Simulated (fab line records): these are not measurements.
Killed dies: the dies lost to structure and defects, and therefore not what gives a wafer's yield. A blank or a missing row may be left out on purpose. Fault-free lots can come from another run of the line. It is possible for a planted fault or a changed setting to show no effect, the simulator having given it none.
Matching of chambers -- flow gf180mcu -- GF_STI_CMP_25 on cmp-01 has 4 sister chambers
The step polishes, stops on Si3N4, t overpolish 33 s, target thk 524.6 nm. 8 wafers are shown with their chamber, then 7 later ones without.

WAFERS WITH THEIR CHAMBER
wafer,chamber,motor_current_A (A),time_to_endpoint_s (s)
L332.4,0,10.1,122
L332.6,3,12.8,129
L334.6,2,12.2,122
L335.3,1,12.7,125
L335.4,2,12.4,121
L335.5,1,12.9,125
L336.3,0,10.7,121
L336.5,3,13.2,124

WAFERS MISSING THEIR CHAMBER
wafer,motor_current_A (A),time_to_endpoint_s (s)
L336.6,11.8,123
L347.3,10.5,120
L347.4,11.8,122
L347.6,12.1,120
L352.1,13.7,114
L352.4,12.4,116
L352.5,11.8,115

EACH ONE'S CHAMBER
wafer,from the rows above,in truth
L336.6,can't be placed: 2 or 1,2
L347.3,0,0
L347.4,2,2
L347.6,2,2
L352.1,can't be placed: 2 or 1 or 3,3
L352.4,2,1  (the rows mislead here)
L352.5,2,2
4 of 7 placed correctly. Unplaceable from these rows: 2, with the true chamber sitting among the candidates in 2. 1 placed wrongly.
How it was worked out, from the rows above alone: a wafer's distance from a chamber is the root of the sum, over the readings, of the square of ((its reading less the chamber's mean) divided by the reading's scatter). The wafer belongs to the nearest chamber; if the next one is less than 2 further off, it can't be placed. For every chamber, the mean is computed from those of its wafers that are shown. The scatter: take each reading less its chamber's mean, square it, sum over the shown wafers, divide by the number of wafers less the number of chambers, and take the root.
